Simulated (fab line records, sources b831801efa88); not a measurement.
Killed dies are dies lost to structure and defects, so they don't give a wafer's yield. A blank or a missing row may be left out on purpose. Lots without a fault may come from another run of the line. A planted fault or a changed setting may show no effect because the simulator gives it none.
Chamber matching | flow sky130 | SKY_FIELD_ISO_ETCH_15 on rie_diel-03: 4 sister chambers
The step etches the open film in CHF3/O2, stops on Si, target depth 180 nm, time 72 s. 7 wafers are shown with their chamber, then 8 later ones without.

WAFERS WITH THEIR CHAMBER
wafer  | chamber | drypump_motor_current_A (A) | oes_product_au (a.u.)
L087.4 | 2       | 6.2                         | 0.944
L088.2 | 3       | 6.2                         | 0.935
L088.4 | 1       | 5.7                         | 0.943
L092.1 | 0       | 5.2                         | 0.952
L092.2 | 1       | 5.7                         | 0.945
L092.3 | 2       | 6.2                         | 0.938
L093.4 | 0       | 5.3                         | 0.942

WAFERS WITHOUT THEIR CHAMBER
wafer  | drypump_motor_current_A (A) | oes_product_au (a.u.)
L093.5 | 5.7                         | 0.937
L093.6 | 6.2                         | 0.940
L094.2 | 6.2                         | 0.939
L094.3 | 5.2                         | 0.938
L094.6 | 5.3                         | 0.943
L095.1 | 5.7                         | 0.931
L095.5 | 6.2                         | 0.943
L095.6 | 6.2                         | 0.947

WHICH CHAMBER EACH WENT THROUGH
wafer  | from the rows above     | in truth
L093.5 | 1                       | 1
L093.6 | can't be placed: 2 or 3 | 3
L094.2 | can't be placed: 2 or 3 | 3
L094.3 | 0                       | 0
L094.6 | 0                       | 0
L095.1 | 1                       | 1
L095.5 | can't be placed: 2 or 3 | 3
L095.6 | can't be placed: 2 or 3 | 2
Placed correctly: 4 of 8. Can't be placed from these rows: 4 (the true chamber is among the candidates in 4). Placed wrongly: 0.
How it was worked out, from the rows above alone: a wafer's distance from a chamber is the root of the sum, over the readings, of the square of ((its reading less the chamber's mean) divided by the reading's scatter). The wafer belongs to the nearest chamber; if the next one is less than 2 further off, it can't be placed. A chamber's mean is the mean of its shown wafers. The scatter: the root of (the sum of the squares of (reading less its chamber's mean) over the shown wafers, divided by (wafers less chambers)).
